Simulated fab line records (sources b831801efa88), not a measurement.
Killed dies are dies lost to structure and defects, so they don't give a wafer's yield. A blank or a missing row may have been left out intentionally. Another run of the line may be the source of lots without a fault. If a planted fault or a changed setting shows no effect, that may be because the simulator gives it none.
Problem report in the 8D (eight disciplines) form, filled by code || flow sky130 || the parts of the form that need people (team, actions taken, sign-off) are left out

## 1. THE ISSUE
rotation deg at SKY_LDD_N_IMPLANT_15 reads a mean of 438.02 degrees on 9 wafers of 3 lots; wafers without a fault read 270.00 degrees with a standard deviation of 0.054. So: +99 or more standard deviations from the usual mean.
Seen first at day 25 01:36 on implanter-01, wafer L754.3. Wafers with a number at this step in the record: 39, from 13 lots. Rule for "out" (also "out of limits"): further than 4 standard deviations from the usual mean. All remaining wafers that have a number are taken as sound.

## 2. WHAT IT IS, WHAT IT ISN'T
{"question": "which readings at this step", "is": "rotation deg", "is not": "-"}
{"question": "which lots", "is": "L754, L755, L756", "is not": "L736, L737, L738, L741, L742, L743, L747, L748, L757, L758"}
{"question": "which wafers of those lots", "is": "all that have a number", "is not": "-"}
{"question": "read on which tools", "is": "implanter-01", "is not": "implanter-02, implanter-03"}
{"question": "when", "is": "from day 25 01:36", "is not": "up to then (24 sound wafers); but 6 sound wafers of L757, L758 came after"}

## 3. THE SUSPECTS, EACH WITH WHAT RULES IT OUT
Counting: a tool stays on the suspect list if, at a process step up to the reading, it processed all lots that are out and no sound lot following the first of them.
- implanter-01 at SKY_LDD_N_IMPLANT_15: kept. All lots that are out passed through it, beginning with L754 at day 25 01:36, and no sound lot followed; its final sound lot before that point was L747 at day 22 23:28. Its own readings are out on those wafers: rotation deg.
Remaining after the count: implanter-01 at SKY_LDD_N_IMPLANT_15.

## 4. THE CAUSE (what the simulator had put in)
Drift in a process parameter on implanter-01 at SKY_LDD_N_IMPLANT_15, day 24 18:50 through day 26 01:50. The setting rotation deg was moved by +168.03, starting from 270. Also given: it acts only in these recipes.
Only this tool survived the counting.

## 5. THE CHAIN OF EFFECTS, in route order
One row per reading whose mean, taken over the struck wafers that have a number, lies over 3 standard deviations from the usual. Scope: only readings with a usual standard deviation given in the record; hours: median across lots of the time from each lot's start at the first step in this table that gives one to its start at this step; sigmas: change in usual standard deviations.
{"hours": 0, "step": "SKY_LDD_N_IMPLANT_15", "reading": "rotation deg", "usual": "270.00 degrees", "on struck wafers": 438.02, "change": "+168.02", "sigmas": "+99 or more"}
The process steps in it:
- SKY_LDD_N_IMPLANT_15
At these later measuring or inspecting steps, every struck wafer for which the step has a row has a number for every such reading, and none has moved that far: SKY_SPACER_THK_MEAS_01, SKY_CONTACT_CD_MEAS_14.

## 6. WHAT WOULD HAVE CAUGHT IT SOONER
First out-of-limits reading in this record: day 25 01:36, which is 7 hours after fault onset at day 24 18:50.
